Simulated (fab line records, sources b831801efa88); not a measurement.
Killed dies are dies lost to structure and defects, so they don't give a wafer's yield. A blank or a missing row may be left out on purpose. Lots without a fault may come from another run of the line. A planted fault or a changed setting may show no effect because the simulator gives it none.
fab line records | flow sky130
record lots=10 wafers=30 last_day=49
route steps=708 shown SD_N@356 LI_CONTACT@383 LOCAL_INTERCONNECT@388
lots that met no fault: from a run of the same line without faults
start_h: hours from the record's first day to the start of the lot's first wafer shown | wait_h: hours since the lot's step before | " the same as in the row above | L1.1+2: a row that stands for several wafers | - no value, or no start given | * or withheld: withheld | < > ~ a bound
route shown NAME@n: a module of which the file shows steps, and the number in the route of the first | usual: mean/standard deviation of fault-free wafers | same: alike in all rows | chamber/n: place in a boat | sites: the reading at each site | _std_site: their standard deviation | _edge_site: outer sites' mean less inner sites' | radius_mm: how far each site lies from the wafer's centre | mask NAME#n: copy n | behind: the tool/chamber that last shaped the wafer | hold: why the lot was held/for how many hours/how that ended | device: the transistor (n, p or np) that didn't switch | end of line: the same wafers' tests at the end of the route | a step without rows: its recipe alone | killed: dies lost to structure and defects at the first sort, not the wafer's yield | map: a wafer's dies, x killed, . not, _ none there
set.NAME: the setting as run; set.NAME@STEP: as run at that earlier step | model.NAME: the simulator's own value behind a step, which no gauge read
steps of the route over a sample of lots; a table a step, a row a wafer
services: from which hour (start_h, from the record's first day; less than 0 if before it) a tool's chamber was out of use, for how many hours, and why
## steps
# step SKY_SD_N_RTA_14
# recipe temp_c=1075 time_s=2 idle_temp_c=650 ramp_up_c_per_s=150 ramp_down_c_per_s=90 ambient=N2
# usual anneal_temp_c_max=1079.5/1.3 chamber_o2_ppm=1.997/0.023 lamp_power_pct=15.73/0.057 wafer_temp_C_max=1078.1/1.3
# columns lot.wafer tool chamber start_h wait_h anneal_temp_c_max chamber_o2_ppm lamp_power_pct wafer_temp_C_max
L935.1 rtp_anneal-01 0 635.51 0.0 1079.3 2.021 15.75 1077.4
L935.2 " 0 " " 1079.6 2.005 15.75 1079.2
L935.3 " 0 " " 1079.2 2.019 15.74 1079.2
L937.2 rtp_anneal-01 0 655.52 0.0 1080.3 2.019 15.70 1077.5
L937.3 " 0 " " 1080.9 2.001 15.59 1080.7
L937.6 " 0 " " 1081.0 2.015 15.74 1076.6
L940.2 rtp_anneal-01 0 708.77 0.0 1080.8 1.992 15.70 1080.8
L940.4 " 0 " " 1079.4 1.990 15.78 1079.0
L940.6 " 0 " " 1079.7 1.993 15.70 1078.2
L939.4 rtp_anneal-01 0 712.94 0.0 1080.3 2.008 15.74 1076.8
L939.5 " 0 " " 1079.5 2.002 15.75 1078.9
L939.6 " 0 " " 1080.2 1.991 15.73 1080.9
L942.1 rtp_anneal-02 0 723.67 0.0 1078.2 1.989 15.78 1075.7
L942.5 " 0 " " 1078.0 1.985 15.75 1076.0
L942.6 " 0 " " 1078.7 1.994 15.69 1078.0
L943.3 rtp_anneal-01 0 728.03 0.0 1080.3 1.965 15.69 1078.9
L943.4 " 0 " " 1080.8 1.997 15.74 1076.1
L943.5 " 0 " " 1082.0 1.992 15.79 1077.8
L947.1 rtp_anneal-02 0 748.98 0.0 1079.4 1.954 15.68 1080.5
L947.2 " 0 " " 1078.2 1.972 15.71 1077.2
L947.6 " 0 " " 1078.5 1.933 15.64 1077.0
L946.1 rtp_anneal-01 0 751.67 0.0 1080.3 1.982 15.82 1079.2
L946.5 " 0 " " 1080.3 1.987 15.75 1078.3
L946.6 " 0 " " 1079.0 2.024 15.73 1078.0
L952.1 rtp_anneal-02 0 780.00 0.0 1078.2 1.989 15.71 1080.2
L952.3 " 0 " " 1078.5 1.984 15.69 1079.7
L952.5 " 0 " " 1078.6 2.019 15.76 1076.4
L953.1 rtp_anneal-01 0 787.11 0.0 1079.2 2.002 15.66 1078.5
L953.3 " 0 " " 1080.1 1.962 15.76 1080.0
L953.6 " 0 " " 1081.3 2.003 15.67 1077.5
# step SKY_LI_CONTACT_CVD_21
# recipe material=W target_thk_nm=400 time_s=120.56 temp_c=400 pressure_torr=40
# usual chamber_pressure_Torr=40.00/0.085 heater_power_w=870/120 susceptor_temp_C=399.99/0.23
# columns lot.wafer tool chamber start_h wait_h chamber_pressure_Torr heater_power_w susceptor_temp_C
L935.1 cvd_w-01 1 666.28 0.0 40.07 732 399.89
L935.2 " 0 " " 39.94 832 399.94
L935.3 " 1 " " 40.12 744 399.49
L937.2 cvd_w-02 0 685.83 0.0 39.98 826 400.43
L937.3 " 1 " " 40.00 1075 400.04
L937.6 " 1 " " 40.04 1055 400.12
L940.2 cvd_w-02 1 737.93 0.0 39.96 1035 399.72
L940.4 " 1 " " 39.99 1040 400.03
L940.6 " 1 " " 40.03 1045 399.64
L939.4 cvd_w-01 1 742.59 0.1 40.00 738 400.09
L939.5 " 0 " " 40.03 830 399.97
L939.6 " 1 " " 39.85 731 399.86
L942.1 cvd_w-02 0 753.23 0.0 39.88 830 399.85
L942.5 " 0 " " 40.03 857 399.72
L942.6 " 1 " " 39.97 1044 400.03
L943.3 cvd_w-02 1 757.10 0.1 40.09 1046 399.65
L943.4 " 0 " " 39.94 835 400.17
L943.5 " 0 " " 40.05 853 400.34
L947.1 cvd_w-01 1 777.69 0.0 39.92 716 400.05
L947.2 " 0 " " 40.08 846 399.81
L947.6 " 1 " " 39.96 711 399.84
L946.1 cvd_w-02 1 780.38 0.0 39.91 1033 400.18
L946.5 " 0 " " 39.96 835 400.14
L946.6 " 1 " " 39.96 1054 399.91
L952.1 cvd_w-01 0 808.23 0.0 40.07 828 400.26
L952.3 " 0 " " 40.13 841 399.96
L952.5 " 1 " " 40.00 708 390.26
L953.1 cvd_w-01 1 814.93 0.0 40.07 707 390.13
L953.3 " 0 " " 39.88 854 399.91
L953.6 " 0 " " 39.94 825 400.02
# step SKY_LI_CONTACT_RS_MEAS_22
# recipe thk_meas_gauge=four-point-probe reads=W_of_LI_CONTACT_CVD_21+TiN_of_LI_CONTACT_SPUTTER_20+Ti_of_LI_CONTACT_SPUTTER_19
# usual LI_CONTACT_W_RS=0.2851/0.0028
# columns lot.wafer tool chamber start_h wait_h LI_CONTACT_W_RS[ohm/sq]
L935.1 film_metro-02 - 666.41 0.1 0.2860
L935.2 " - " " 0.2840
L935.3 " - " " 0.2838
L937.2 film_metro-01 - 685.98 0.1 0.2827
L937.3 " - " " 0.2868
L937.6 " - " " 0.2828
L940.2 film_metro-01 - 738.07 0.1 0.2874
L940.4 " - " " 0.2913
L940.6 " - " " 0.2851
L939.4 film_metro-04 - 742.73 0.1 0.2844
L939.5 " - " " 0.2864
L939.6 " - " " 0.2862
L942.1 film_metro-02 - 753.35 0.1 0.2819
L942.5 " - " " 0.2824
L942.6 " - " " 0.2834
L943.3 film_metro-04 - 757.23 0.1 0.2843
L943.4 " - " " 0.2819
L943.5 " - " " 0.2817
L947.1 film_metro-04 - 777.82 0.1 0.2822
L947.2 " - " " 0.2824
L947.6 " - " " 0.2859
L946.1 film_metro-04 - 780.50 0.1 0.2861
L946.5 " - " " 0.2831
L946.6 " - " " 0.2875
L952.1 film_metro-01 - 808.35 0.1 0.2817
L952.3 " - " " 0.2855
L952.5 " - " " 0.3387
L953.1 film_metro-04 - 815.05 0.1 0.3364
L953.3 " - " " 0.2846
L953.6 " - " " 0.2815
# step SKY_LI_CONTACT_THK_MEAS_23
# recipe thk_meas_gauge=xrf reads=W_of_LI_CONTACT_CVD_21
# usual LI_CONTACT_W_THK=403/4.7
# columns lot.wafer tool chamber start_h wait_h LI_CONTACT_W_THK[nm]
L935.1 film_metro-02 - 666.53 0.1 402
L935.2 " - " " 406
L935.3 " - " " 406
L937.2 film_metro-01 - 686.09 0.1 404
L937.3 " - " " 402
L937.6 " - " " 404
L940.2 film_metro-01 - 738.18 0.1 394
L940.4 " - " " 393
L940.6 " - " " 397
L939.4 film_metro-04 - 742.82 0.1 403
L939.5 " - " " 401
L939.6 " - " " 404
L942.1 film_metro-02 - 753.47 0.1 405
L942.5 " - " " 405
L942.6 " - " " 403
L943.3 film_metro-04 - 757.33 0.1 405
L943.4 " - " " 407
L943.5 " - " " 408
L947.1 film_metro-04 - 777.94 0.1 410
L947.2 " - " " 407
L947.6 " - " " 403
L946.1 film_metro-04 - 780.62 0.1 405
L946.5 " - " " 406
L946.6 " - " " 400
L952.1 film_metro-01 - 808.47 0.1 410
L952.3 " - " " 402
L952.5 " - " " 337
L953.1 film_metro-04 - 815.17 0.1 342
L953.3 " - " " 400
L953.6 " - " " 408
# step SKY_LI_CONTACT_CMP_24
# recipe stop_on=PSG t_overpolish_s=20 down_force_psi=3.5 platen_rpm=60 target_thk_nm=0 pad_velocity_m_s=0.94248
# usual motor_current_A=10.2/1 platen_rpm=60.00/0.039 retaining_ring_pressure_frac=1.000/0.0049 slurry_filter_dp_kPa=13.51/0.14 time_to_endpoint_s=97/3.5
# columns lot.wafer tool chamber start_h wait_h motor_current_A platen_rpm retaining_ring_pressure_frac slurry_filter_dp_kPa time_to_endpoint_s
L935.2 cmp-01 1 666.64 0.1 9.8 59.96 0.993 13.42 101
L935.3 " 2 " " 8.0 59.98 0.997 13.40 101
L935.1 " 3 " " 9.8 59.99 0.999 13.49 99
L937.2 cmp-01 0 686.19 0.1 11.5 60.03 1.007 13.73 107
L937.3 " 2 " " 8.7 59.96 0.991 13.62 103
L937.6 " 0 " " 11.7 59.99 1.002 13.51 101
L940.4 cmp-01 2 738.52 0.3 8.7 59.99 0.999 13.31 90
L940.2 " 3 " " 10.2 59.99 1.006 13.54 93
L940.6 " 1 " " 10.3 59.99 1.007 13.26 94
L939.4 cmp-02 1 742.85 0.0 10.1 60.04 0.995 13.64 103
L939.6 " 1 " " 10.4 60.08 1.002 13.32 102
L939.5 " 2 " " 10.2 59.97 1.006 13.55 101
L942.1 cmp-01 2 753.63 0.1 8.9 59.99 0.994 13.44 97
L942.6 " 0 " " 11.9 59.94 0.995 13.43 93
L942.5 " 1 " " 10.1 60.03 0.997 13.58 96
L943.4 cmp-02 0 757.37 0.0 9.6 59.97 0.997 13.35 99
L943.3 " 1 " " 10.2 59.98 1.007 13.45 102
L943.5 " 0 " " 10.2 59.90 0.993 13.47 100
L947.2 cmp-01 3 778.00 0.0 10.1 60.01 0.998 13.42 94
L947.1 " 0 " " 11.5 59.99 1.003 13.59 93
L947.6 " 0 " " 11.1 60.03 1.007 13.66 93
L946.1 cmp-01 1 780.68 0.1 10.1 60.04 0.999 13.34 92
L946.6 " 1 " " 10.0 60.06 1.002 13.42 93
L946.5 " 2 " " 8.4 59.98 0.992 13.73 95
L952.1 cmp-01 3 808.58 0.1 10.4 60.03 1.001 13.52 100
L952.3 " 0 " " 12.3 59.98 1.007 13.50 96
L952.5 " 2 " " 8.4 60.03 1.005 13.55 79
L953.1 cmp-02 1 815.23 0.1 9.9 60.02 0.992 13.42 81
L953.3 " 0 " " 9.4 59.96 0.999 13.54 98
L953.6 " 1 " " 10.1 60.06 1.001 13.51 98
# step SKY_LOCAL_INTERCONNECT_RS_MEAS_01
# recipe thk_meas_gauge=four-point-probe reads=TiN_of_LOCAL_INTERCONNECT_SPUTTER_00
# usual LOCAL_INTERCONNECT_TIN_RS=13.77/0.13
# columns lot.wafer tool chamber start_h wait_h LOCAL_INTERCONNECT_TIN_RS[ohm/sq]
L935.1 film_metro-02 - 666.95 0.0 14.01
L935.2 " - " " 13.97
L935.3 " - " " 14.03
L937.2 film_metro-01 - 686.52 0.1 13.86
L937.3 " - " " 13.74
L937.6 " - " " 13.86
L940.2 film_metro-03 - 738.86 0.1 13.87
L940.4 " - " " 13.83
L940.6 " - " " 13.85
L939.4 film_metro-02 - 743.27 0.1 13.91
L939.5 " - " " 13.77
L939.6 " - " " 13.74
L942.1 film_metro-03 - 753.90 0.0 13.70
L942.5 " - " " 13.85
L942.6 " - " " 13.66
L943.3 film_metro-02 - 757.77 0.1 13.70
L943.4 " - " " 13.93
L943.5 " - " " 13.78
L947.1 film_metro-03 - 778.36 0.0 14.08
L947.2 " - " " 13.92
L947.6 " - " " 13.95
L946.1 film_metro-03 - 781.05 0.0 13.82
L946.5 " - " " 13.82
L946.6 " - " " 13.82
L952.1 film_metro-03 - 808.90 0.0 13.67
L952.3 " - " " 13.79
L952.5 " - " " 13.66
L953.1 film_metro-03 - 815.60 0.0 13.57
L953.3 " - " " 13.62
L953.6 " - " " 13.51
# step SKY_LOCAL_INTERCONNECT_STRIP_15
# recipe chemistry=O2/N2 power_w=1400 pressure_mtorr=1500 platen_temp_c=withheld o2_flow_sccm=3000 n2_flow_sccm=300 overash_fraction=0.5
# usual drypump_motor_current_A=5.6/0.43 oes_product_au=0.427/0.0046 strip_time_to_endpoint_s=4.727/0.022
# columns lot.wafer tool chamber start_h wait_h drypump_motor_current_A oes_product_au rf_hours_counter_h strip_time_to_endpoint_s
L935.1 plasma_asher-01 0 695.75 0.1 6.0 0.420 99 4.694
L935.2 " 1 " " 4.9 0.430 99 4.686
L935.3 " 0 " " 6.0 0.428 - 4.689
L937.2 plasma_asher-04 1 714.79 0.0 5.2 0.423 27 4.726
L937.3 " 1 " " 5.2 0.427 - 4.746
L937.6 " 0 " " 5.7 0.427 - 4.722
L940.2 plasma_asher-01 0 766.49 0.0 6.0 0.432 3 4.698
L940.4 " 1 " " 4.9 0.433 - 4.707
L940.6 " 0 " " 6.0 0.421 - 4.707
L939.4 plasma_asher-04 0 770.63 0.1 5.7 0.424 - 4.744
L939.5 " 0 " " 5.7 0.417 - 4.727
L939.6 " 1 " " 5.2 0.421 - 4.732
L942.1 plasma_asher-04 1 780.84 0.0 5.2 0.429 35 4.729
L942.5 " 1 " " 5.2 0.431 - 4.748
L942.6 " 0 " " 5.7 0.429 - 4.709
L943.3 plasma_asher-02 0 784.37 0.1 5.8 0.423 - 4.743
L943.4 " 1 " " 6.4 0.423 - 4.741
L943.5 " 1 " " 6.4 0.425 - 4.728
L947.1 plasma_asher-04 0 805.39 0.0 5.7 0.428 37 4.714
L947.2 " 1 " " 5.2 0.427 37 4.730
L947.6 " 0 " " 5.7 0.429 - 4.730
L946.1 plasma_asher-04 1 807.92 0.0 5.2 0.430 37 4.728
L946.5 " 1 " " 5.2 0.422 - 4.723
L946.6 " 0 " " 5.7 0.424 - 4.722
L952.1 plasma_asher-04 0 835.09 0.0 5.7 0.426 40 4.705
L952.3 " 0 " " 5.7 0.418 - 4.717
L952.5 " 1 " " 5.2 0.427 - 4.704
L953.1 plasma_asher-02 0 842.75 0.0 5.8 0.432 101 4.725
L953.3 " 0 " " 5.8 0.423 - 4.741
L953.6 " 0 " " 5.8 0.431 - 4.755
## services
# columns tool chamber start_h hours kind
plasma_asher-02 - 625.30 2.4 repair
cmp-01 - 632.41 4.9 pm
cmp-01 - 653.60 1.0 repair
rtp_anneal-02 - 673.28 48.0 pm
cvd_w-02 - 719.29 2.5 repair
cmp-02 - 733.77 5.8 pm
plasma_asher-01 - 733.81 9.0 pm
plasma_asher-01 0 733.81 9.0 vent_cycle
plasma_asher-01 1 733.81 9.0 vent_cycle
plasma_asher-01 - 734.19 2.3 repair
plasma_asher-01 0 742.81 - clean
plasma_asher-01 1 742.81 - clean
cmp-02 - 744.00 4.0 pm
cmp-02 - 748.00 - consumable_replace:conditioner
cmp-02 - 748.00 - consumable_replace:pad
plasma_asher-02 - 750.01 33.2 pm
plasma_asher-04 - 778.46 1.0 repair
cvd_w-02 - 796.32 6.0 pm
cmp-02 - 800.81 1.5 repair
plasma_asher-02 - 814.63 0.8 repair
plasma_asher-02 - 817.97 0.9 repair
cvd_w-02 - 838.94 0.5 repair
## key
first_sign step=SKY_LI_CONTACT_CVD_21 reading=susceptor_temp_C direction=down sigmas=42 usual=* struck=*
effect step=SKY_LI_CONTACT_RS_MEAS_22 reading=LI_CONTACT_W_RS direction=up sigmas=19 usual=0.2851 struck=0.3376
effect step=SKY_LI_CONTACT_THK_MEAS_23 reading=LI_CONTACT_W_THK direction=down sigmas=14 usual=403 struck=339
effect step=SKY_LI_CONTACT_CMP_24 reading=time_to_endpoint_s direction=down sigmas=4.9 usual=* struck=*
met_at SKY_LI_CONTACT_CVD_21
struck_lots L952,L953
struck_wafers L952.5,L953.1
tester_left_out L952,L953
not_acting_at SKY_SD_N_RTA_14,SKY_LOCAL_INTERCONNECT_RS_MEAS_01,SKY_LOCAL_INTERCONNECT_STRIP_15
onset_between 777.69 808.23
fault kind=process_parameter_drift tool=cvd_w-01 chamber=1 onset_h=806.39 steps=SKY_LI_CONTACT_CVD_21 channel=temp_c offset=* shape=step end_h=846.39 acts_in=* stated=*
# tester_left_out: of these lots the tester's yield and bins aren't shown, on N5 and GAA mostly nor the transistor test; their killed dies are dies lost to structure and defects alone, not to doping, threshold or leakage, so they don't give the yield
